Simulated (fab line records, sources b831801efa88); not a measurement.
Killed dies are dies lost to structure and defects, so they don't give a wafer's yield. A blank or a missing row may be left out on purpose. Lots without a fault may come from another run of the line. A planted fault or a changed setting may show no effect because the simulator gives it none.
Split-lot experiment | flow sky130 | 5 lots, 23 wafers read, on a route of 708 steps

THE SPLIT
At SKY_METAL1_SPUTTER_00 (material Ti, target thk 15 nm, time 10 s), the setting power_w was moved away from the recipe's 3000 W on 11 of the 23 wafers read, by -8.2% to +11.0%. The other wafers ran this setting at the recipe's value.

The reading is taken at the split's own step.

THE READING
Ti_of_METAL1_SPUTTER_00.thk_nm (the simulator's own value, which no gauge read), in nm, at SKY_METAL1_SPUTTER_00 (material Ti, target thk 15 nm, time 10 s). The file gives no usual value for it. The 12 wafers here that ran the recipe average 14.99 nm, standard deviation 0.19 nm.

wafer  | tool, chamber at the split | power_w as run, W | against the recipe | Ti_of_METAL1_SPUTTER_00.thk_nm, nm | against lot-mates on the recipe
L074.1 | pvd_sputter-02, -          | 2811              | -6.3%              | 14.16                              | -0.86
L074.2 | pvd_sputter-02, -          | 2811              | -6.3%              | 14.02                              | -1.00
L074.4 | pvd_sputter-02, -          | 2811              | -6.3%              | 14.13                              | -0.88
L074.5 | pvd_sputter-02, -          | 3000              | recipe             | 15.06                              | -
L074.6 | pvd_sputter-02, -          | 3000              | recipe             | 14.97                              | -
L078.1 | pvd_sputter-02, -          | 3000              | recipe             | 15.05                              | -
L078.2 | pvd_sputter-02, -          | 2755              | -8.2%              | 13.58                              | -1.40
L078.3 | pvd_sputter-02, -          | 2755              | -8.2%              | 13.65                              | -1.33
L078.5 | pvd_sputter-02, -          | 3000              | recipe             | 14.9                               | -
L078.6 | pvd_sputter-02, -          | 2755              | -8.2%              | 13.73                              | -1.25
L080.1 | pvd_sputter-02, -          | 3000              | recipe             | 15.24                              | -
L080.3 | pvd_sputter-02, -          | 3000              | recipe             | 15.3                               | -
L080.6 | pvd_sputter-02, -          | 3000              | recipe             | 15.33                              | -
L082.1 | pvd_sputter-02, -          | 3331              | +11.0%             | 16.38                              | +1.54
L082.3 | pvd_sputter-02, -          | 3331              | +11.0%             | 16.47                              | +1.63
L082.4 | pvd_sputter-02, -          | 3331              | +11.0%             | 16.49                              | +1.65
L082.5 | pvd_sputter-02, -          | 3000              | recipe             | 14.83                              | -
L082.6 | pvd_sputter-02, -          | 3000              | recipe             | 14.84                              | -
L085.1 | pvd_sputter-02, -          | 3000              | recipe             | 14.73                              | -
L085.2 | pvd_sputter-02, -          | 2903              | -3.2%              | 14.22                              | -0.59
L085.4 | pvd_sputter-02, -          | 3000              | recipe             | 14.86                              | -
L085.5 | pvd_sputter-02, -          | 3000              | recipe             | 14.83                              | -
L085.6 | pvd_sputter-02, -          | 2903              | -3.2%              | 14.45                              | -0.36

THE FIT
A straight line over all 23 wafers: Ti_of_METAL1_SPUTTER_00.thk_nm changes by +0.143 nm for each +1% of power_w; r = +0.98; the points scatter about the line by 0.18 nm.
The same after taking each lot's own level away (the mean of its wafers on the recipe; 23 wafers): +0.15 nm for each +1%; r = +1.00; scatter 0.075 nm.
On that fit, the largest move of power_w shifts the reading by 1.7 nm.
The lots' own levels span 14.807 to 15.290 nm, that is 2.5 times the standard deviation above.
So the lot-to-lot level changes the slope little: the two slopes agree.
Check: with one of the wafers moved furthest among these (+11.0%) left out of the fit, the line predicts +1.67 nm for it against its lot-mates. It came out at +1.54 nm against them.

THE FILE'S OWN FIT
Ti_of_METAL1_SPUTTER_00.thk_nm changes by +0.151 nm for each +1% of power_w, r = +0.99.
